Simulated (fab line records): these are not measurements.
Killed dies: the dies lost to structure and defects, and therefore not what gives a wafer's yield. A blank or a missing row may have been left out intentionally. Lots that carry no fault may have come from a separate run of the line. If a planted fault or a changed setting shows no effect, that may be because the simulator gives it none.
Lot-split experiment	flow sfq_line	11 wafers read from 5 lots, route of 325 steps

THE SPLIT ITSELF
At SFQ_TRILAYER_R5_LITHO_COAT_141 (resist thk 62 nm), the setting spin_rpm was moved away from the recipe's 3000 rpm on 4 of the 11 wafers read, by -7.1% to +2.7%. For the rest of the wafers, this setting stayed at what the recipe calls for.

Split to reading: the file shows no intervening step.

THE READING
etch.depth_nm (the simulator's own value, which no gauge read), in nm, at SFQ_TRILAYER_R5_BARC_OPEN_METAL_ETCH_177 (etches BARC in O2, target depth 125 nm, time 41.7 s). No usual value for it is given in the file. Here, 7 wafers ran the recipe; their average is 62.00 nm with a standard deviation of 0.14 nm.

wafer	tool, chamber at the split	spin_rpm as run, rpm	against the recipe	etch.depth_nm, nm	against lot-mates on the recipe
L074.1	litho_track-04, 0	3000	recipe	61.87	-
L074.4	litho_track-04, 0	2929	-2.4%	62.69	+0.84
L074.5	litho_track-04, 0	3000	recipe	61.83	-
L079.2	litho_track-03, 0	3000	recipe	62.03	-
L079.3	litho_track-03, 0	3080	+2.7%	61.29	-0.74
L079.6	litho_track-03, 0	3080	+2.7%	61.24	-0.79
L081.2	litho_track-02, 0	3000	recipe	62	-
L081.3	litho_track-02, 0	3000	recipe	61.94	-
L081.4	litho_track-02, 0	3000	recipe	62.04	-
L082.2	litho_track-03, 0	3000	recipe	62.28	-
L083.4	litho_track-03, 0	2787	-7.1%	64.71	no lot-mate on the recipe

THE FIT
A straight line over all 11 wafers: etch.depth_nm changes by -0.351 nm for each +1% of spin_rpm; r = -0.98; the points scatter about the line by 0.17 nm.
The same after taking each lot's own level away (the mean of its wafers on the recipe; 10 wafers): -0.31 nm for each +1%; r = -0.99; scatter 0.051 nm.
Per that fit: largest spin_rpm move, reading shift of 2.2 nm.
Across the lots, their own levels run from 61.850 to 62.280 nm, a range of 3.2 times the standard deviation given above.
So the lot-to-lot level changes the slope: the two fits differ.
Check: with one of the wafers moved furthest among these (+2.7%) left out of the fit, the line predicts -0.844 nm for it against its lot-mates. Against them it came out at -0.74 nm.

THE OTHER SPLITS THESE WAFERS WENT THROUGH
These wafers also went through other splits before the reading. Each is held against what the fit with the lots' levels taken away leaves over:
other split on the same wafers	wafers away from the commonest value	r with etch.depth_nm (lot level and that fit taken away)
SFQ_TRILAYER_I2_VIA_BARC_OPEN_VIA_ETCH_096 time_s	3	-0.17
SFQ_TRILAYER_M3_LITHO_COAT_080 spin_rpm	1	-0.62
SFQ_TRILAYER_I3_VIA_LITHO_PEB_088 peb_temp_c	4	-0.14
SFQ_TRILAYER_I3_VIA_BARC_OPEN_VIA_ETCH_121 source_w	4	+0.29
SFQ_TRILAYER_M4_DEP_SPUTTER_091 power_w	1	+0.02
SFQ_TRILAYER_M4_ETCH_METAL_ETCH_096 time_s	1	-0.09
SFQ_TRILAYER_I4_VIA_LITHO_COAT_108 resist_thk_nm	4	+0.01
SFQ_TRILAYER_JJ_CE_LITHO_COAT_119 resist_thk_nm	2	+0.22
SFQ_TRILAYER_M5_LITHO_EXPOSE_124 dose_mj	4	+0.15
SFQ_TRILAYER_M5_ETCH_METAL_ETCH_126 icp_w	3	+0.05
SFQ_TRILAYER_R5_DEP_SPUTTER_132 time_s	2	+0.45

THE WHOLE CHAIN: every reading that the file lists as answering this split, in the file's order
step	what it does	reading	change (the file's fit)	r (the file's)
SFQ_TRILAYER_R5_LITHO_COAT_141	resist thk 62 nm	BARC_of_TRILAYER_R5_LITHO_COAT_141.thk_nm (the simulator's own value, which no gauge read)	-0.311 nm for each +1% of the setting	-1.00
SFQ_TRILAYER_R5_BARC_OPEN_METAL_ETCH_177	etches BARC in O2, target depth 125 nm, time 41.7 s	etch.depth_nm (the simulator's own value, which no gauge read)	-0.316 nm for each +1% of the setting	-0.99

THE FILE'S OWN FIT
etch.depth_nm changes by -0.316 nm for each +1% of spin_rpm, r = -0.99.
